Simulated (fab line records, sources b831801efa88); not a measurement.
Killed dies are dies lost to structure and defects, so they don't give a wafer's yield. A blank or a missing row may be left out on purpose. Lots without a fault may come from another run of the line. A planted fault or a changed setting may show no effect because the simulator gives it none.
One fault seen from 2 desks | flow sky130 | each desk has only its own numbers; what lay behind them comes last

THE METROLOGY DESK
What the gauges read, lot by lot, whatever tool the lot ran on: means of the sampled wafers that have a number. A lot is out of limits, marked OUT, if its mean lies more than 4 standard deviations from the usual mean; the brackets give that distance.
Columns: A = PWDE_TW at SKY_PWDE_TW_MEAS_10, usual 379; B = SONOS_TUNNEL_OVL at SKY_SONOS_TUNNEL_OVL_MEAS_08, usual -0.5 nm
lot  | first seen here | A   | B
L331 | day 3 19:01     | 379 | 0.5
L333 | day 4 11:06     | 379 | 0.7
L334 | day 4 15:21     | 380 | -1.3
L337 | day 5 07:01     | 374 | 0.3
L340 | day 6 01:22     | 378 | -1.0
L341 | day 6 05:52     | 380 | 0.8
L343 | day 6 15:42     | 379 | -0.9
L347 | day 7 21:52     | 377 | -0.5
L349 | day 8 03:44     | 382 | -1.8
L350 | day 8 07:43     | 381 | -1.8
L354 | day 9 18:46     | 381 | 2.0
L353 | day 9 19:03     | 383 | -1.8
This desk's finding: nothing out of limits on any of the 12 lots.

THE TOOL OWNER'S DESK: litho_track-02
The tool's own readings at SKY_VT_ADJUST_HVTR_COAT_02 (resist thk 1140 nm): means of the sampled wafers that have a number, for each lot that ran on this tool. A lot is out of limits, marked OUT, if its mean lies more than 4 standard deviations from the usual mean; the brackets give that distance.
Columns: A = spin_speed_rpm at SKY_VT_ADJUST_HVTR_COAT_02, usual 3000.0 rpm
lot  | first seen here | A
L333 | day 9 14:10     | 2997.7
L337 | day 10 18:13    | 3000.4
L340 | day 11 14:58    | 3113.8 (+46) OUT
L341 | day 12 01:16    | 3118.9 (+48) OUT
L343 | day 12 13:01    | 3119.5 (+48) OUT
L350 | day 14 17:08    | 2999.4
This desk's finding: out of limits on L340, L341, L343; first on L340, day 11 14:58 (spin_speed_rpm at SKY_VT_ADJUST_HVTR_COAT_02). In limits: L333, L337, L350.

PUT TOGETHER
The tool owner's desk could have raised an alarm at day 11 14:58, on L340, L341, L343.
The metrology desk saw nothing out of limits.
The metrology desk has L340, L341, L343 on record, within its limits.
Of the lots named, all ran SKY_VT_ADJUST_HVTR_COAT_02 on litho_track-02.

WHAT THE SIMULATOR HAD PUT IN
Process parameter drift: litho_track-02, from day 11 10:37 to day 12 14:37, at SKY_VT_ADJUST_HVTR_COAT_02. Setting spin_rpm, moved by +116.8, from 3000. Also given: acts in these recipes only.
Lots struck among those shown: L340, L341, L343.
Hours from the fault's start to each desk's first reading out of limits: the tool owner's desk, 4.
